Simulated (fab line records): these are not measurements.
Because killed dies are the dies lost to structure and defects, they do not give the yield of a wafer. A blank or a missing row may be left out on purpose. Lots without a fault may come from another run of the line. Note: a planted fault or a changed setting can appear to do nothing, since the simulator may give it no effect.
Struck lot and sound lot, side by side :: flow sky130 :: 38 steps out of a route of 708
Sound: wafers L985.4, L985.5, L985.6. The struck wafers were L975.1, L975.4, L975.5. The cause comes at the end.
For every step that has rows: the tool of each side, followed by ch and its chambers, followed by its first start. Under that, the readings that differ: sound wafers :: struck wafers :: difference of the means :: sigmas: that difference in standard deviations of wafers without a fault.
alike: words and numbers the same on both sides, and readings whose means are apart by under 2 such deviations; not compared: readings that were withheld, readings missing a value for some wafer, numbers with overlapping values and no deviation given by the record, and bounds like >300 which may hide the same value.
Wherever a step has rows on one side only, a row that says differs or no value, or a row with sigmas, the two part there. Non-overlapping numbers with no deviation appear without sigmas and do not part them. A reading missing from all wafers of one side parts the sides only when that side holds two or more wafers.

first, 9 steps without rows for these wafers: SKY_VIA3_SPUTTER_20 (material TiN, target thk 20 nm, time 80 s); SKY_VIA3_CVD_21 (deposits W, target thk 390 nm, time 117.31 s); SKY_VIA3_CMP_24 (polishes, stops on SiO2, t overpolish 20 s, target thk 0 nm); SKY_METAL4_SPUTTER_00 (material Ti, target thk 15 nm, time 10 s); SKY_METAL4_SPUTTER_01 (material TiN, target thk 20 nm, time 16.7 s); SKY_METAL4_SPUTTER_02 (material AlCu, target thk 735 nm, time 39.1 s); SKY_METAL4_SPUTTER_03 (material Ti, target thk 5 nm, time 3.3 s); SKY_METAL4_SPUTTER_04 (material TiN, target thk 70 nm, time 58.3 s); SKY_CAP2M_CVD_00 (deposits SiO2, target thk 15.5 nm).
SKY_CAP2M_SPUTTER_02: material TiN, target thk 200 nm, time 166.7 s.
  struck on pvd_sputter-03, day 42 17:28; sound on pvd_sputter-04, day 45 10:59
reading: model.TiN_of_CAP2M_SPUTTER_02.thk_nm (nm)
sound: 199.1 200.8 200.2
struck: 192.8 191.8 192.7
difference: -7.6
sigmas: 
  alike: throttle_valve_pct
SKY_CAP2M_RS_MEAS_03: a four-point-probe measurement.
  struck on film_metro-03, day 42 17:35; sound on film_metro-01, day 45 11:09
reading: CAP2M_TIN_RS (ohm/sq)
sound: 6.96 6.90 6.93
struck: 7.18 7.23 7.17
difference: +0.26
sigmas: +4
SKY_CAP2M_THK_MEAS_04: measures by xrf.
  struck on film_metro-03, day 42 17:42; sound on film_metro-01, day 45 11:14
reading: CAP2M_TIN_THK (nm)
sound: 201.3 202.7 202.4
struck: 193.7 193.0 194.2
difference: -8.5
sigmas: -4
then, 7 steps without rows for these wafers: SKY_CAP2M_DEHYDRATE_05 (time 60 s); SKY_CAP2M_HMDS_06 (prime time 60 s); SKY_CAP2M_COAT_07 (resist thk 1140 nm); SKY_CAP2M_SOFTBAKE_08 (time 60 s); SKY_CAP2M_EXPOSE_09 (exposes mask CAP2M, target cd 1000 nm); SKY_CAP2M_PEB_10; SKY_CAP2M_DEVELOP_11 (develop time 60 s).
SKY_CAP2M_METAL_ETCH_13: etches TiN in Cl2/BCl3, stops on SiO2, target depth 220 nm, time 62.9 s.
  sound on rie_metal-04 ch 0,1, day 46 07:37; struck on rie_metal-01 ch 0,1, day 43 15:59
reading: oes_product_au (a.u.)
sound: 0.932 0.939 0.939
struck: 0.915 0.924 0.919
difference: -0.017
sigmas: -2

reading: model.etch.depth_nm (nm)
sound: 199.1 200.8 200.2
struck: 192.8 191.8 192.7
difference: -7.6
sigmas: 

reading: model.CAP2M.feature_depth_nm (nm)
sound: 199.1 200.8 200.2
struck: 192.8 191.8 192.7
difference: -7.6
sigmas: 
  alike: drypump_motor_current_A, he_backside_leak_sccm, throttle_valve_pct
  not compared: rf_hours_counter_h
then, 16 steps without rows for these wafers: SKY_CAP2M_STRIP_14 (strips in O2/N2); SKY_CAP2M_STRIP_15 (strips in post etch residue remover, time 1200 s); SKY_CAP2M_CLEAN_16 (cleans in IPA, time 180 s); SKY_CAP2M_CLEAN_17 (cleans in O3/DIW); SKY_METAL4_DEHYDRATE_05 (time 60 s); SKY_METAL4_HMDS_06 (prime time 60 s); SKY_METAL4_COAT_07 (resist thk 60 nm); SKY_METAL4_COAT_08 (resist thk 1140 nm); SKY_METAL4_SOFTBAKE_09 (time 90 s); SKY_METAL4_EXPOSE_10 (exposes mask MM4, target cd 300 nm); SKY_METAL4_PEB_11; SKY_METAL4_DEVELOP_12 (develop time 60 s); SKY_METAL4_DESCUM_15 (chemistry O2, time 8 s); SKY_METAL4_ETCH_16 (etches BARC in N2/H2, stops on SiO2, time 88.2 s, target depth 60 nm); SKY_METAL4_ETCH_17 (etches SiO2 in C4F8/O2/Ar, stops on TiN, time 3.9 s, target depth 15 nm); SKY_METAL4_METAL_ETCH_18 (etches the open film in Cl2/BCl3, stops on SiO2, target depth 845 nm, time 183.1 s).
SKY_METAL4_STRIP_20: strips in post etch residue remover, time 1200 s.
  sound on wet_bench-01 ch 0, day 47 05:17; struck on wet_bench-02 ch 3, day 44 15:25
reading: model.TiN_of_CAP2M_SPUTTER_02.thk_nm (nm)
sound: 198.3 199.9 199.3
struck: 192 190.9 191.8
difference: -8
sigmas: 
-- the record jumps here: 4 days lie between the struck wafers' starts before and after (it left off in module METAL4 and takes up again in module PAD_OPEN, whose first step shown is number 708 of the route) --
SKY_PAD_OPEN_PROBE_99:
  struck on prober-02, day 48 09:30; sound on prober-02, day 50 11:58
reading: model.etest.cap_mim2.plate_ohm_sq
sound: 5.955 5.995 6.101
struck: 6.254 6.236 6.289
difference: +0.243
sigmas: 
  alike: defect_limited_yield, killed_at_M0_to_M3, killed_at_M4_up, killed_at_contacts, killed_at_front_end, killed_at_other, killed_dies, killed_open, killed_short, sort_bin_3_pad_short, sort_bin_5_function, sort_bin_6_memory, sort_n_pass, sort_yield_pct

## WHERE THEY PART
Earliest at SKY_CAP2M_RS_MEAS_03; latest, in this record, at SKY_CAP2M_METAL_ETCH_13. Later steps at which nothing parts them and some readings are alike: SKY_PAD_OPEN_PROBE_99.

WHY: what had been put in by the simulator
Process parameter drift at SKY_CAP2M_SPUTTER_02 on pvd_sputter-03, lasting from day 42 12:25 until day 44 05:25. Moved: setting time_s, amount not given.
